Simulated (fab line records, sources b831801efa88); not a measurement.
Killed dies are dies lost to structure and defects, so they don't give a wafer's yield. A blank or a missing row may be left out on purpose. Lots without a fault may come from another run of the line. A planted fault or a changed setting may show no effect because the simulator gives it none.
Problem report in the 8D (eight disciplines) form, filled by code | flow sky130 | the parts of the form that need people (team, actions taken, sign-off) are left out

1. THE PROBLEM
strip_time_to_endpoint_s at SKY_LDD_P_STRIP_10 reads a mean of 14.47 s on 2 wafers of 2 lots; wafers without a fault read 14.16 s with a standard deviation of 0.036. That is +8.7 standard deviations from the usual mean.
The step: strips in O2/N2.
First seen on wafer L823.5, day 24 00:32, on plasma_asher-02. The record holds 35 wafers of 12 lots with a number at this step. Rule for "out", or "out of limits": more than 4 standard deviations from the usual mean. The other wafers with a number count as sound.

2. WHAT IT IS AND WHAT IT IS NOT
question                    | is                               | is not
which readings at this step | strip_time_to_endpoint_s         | drypump_motor_current_A, oes_product_au
which lots                  | L823, L825                       | L809, L810, L811, L812, L813, L814, L815, L827, L831, L832
which wafers of those lots  | L823.5, L825.5                   | L823.3, L825.1, L825.6
read on which tools         | plasma_asher-01, plasma_asher-02 | plasma_asher-04
when                        | from day 24 00:32                | up to then (22 sound wafers); but 11 sound wafers of L825, L827, L831, L832 came after

3. SUSPECTS, AND WHAT RULES EACH OUT
Counting: a tool at a process step up to the reading stays a suspect if it ran every lot that is out. Sound lots after the first of them don't rule it out here, since some wafers of a struck lot are sound.
- litho_track-03 at SKY_LDD_P_COAT_02 (resist thk 1140 nm): kept. It ran every lot that is out, first L823 (day 23 09:17); its last sound lot up to then is L814 (day 21 05:34).
Left after counting: litho_track-03 at SKY_LDD_P_COAT_02.

4. THE CAUSE (what the simulator had put in)
Process parameter drift: litho_track-03, from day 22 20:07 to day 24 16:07, at SKY_LDD_P_COAT_02. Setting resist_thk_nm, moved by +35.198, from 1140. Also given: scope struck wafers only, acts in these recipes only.
Counting left only this tool.

5. THE CHAIN OF EFFECTS, in route order
Each row: a reading whose mean over the struck wafers that have a number lies more than 3 standard deviations from the usual. Only readings for which the record gives a usual standard deviation are gone through. hours: the time from each lot's start at the first step in this table that gives one to its start at this step, as a median over the lots. sigmas: the change in usual standard deviations.
hours | step               | reading                  | usual   | on struck wafers | change | sigmas
0     | SKY_LDD_P_STRIP_10 | strip_time_to_endpoint_s | 14.16 s | 14.47            | +0.31  | +8.7
The process steps in it:
- SKY_LDD_P_STRIP_10: strips in O2/N2.

6. WHAT WOULD HAVE CAUGHT IT SOONER
In this record the first reading out of limits was taken at day 24 00:32, 28 hours after the fault began at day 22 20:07.
Of the lots that are out (2), L825 began SKY_LDD_P_COAT_02 on litho_track-03 after day 24 00:32. A hold on the tool at that time would have spared it.
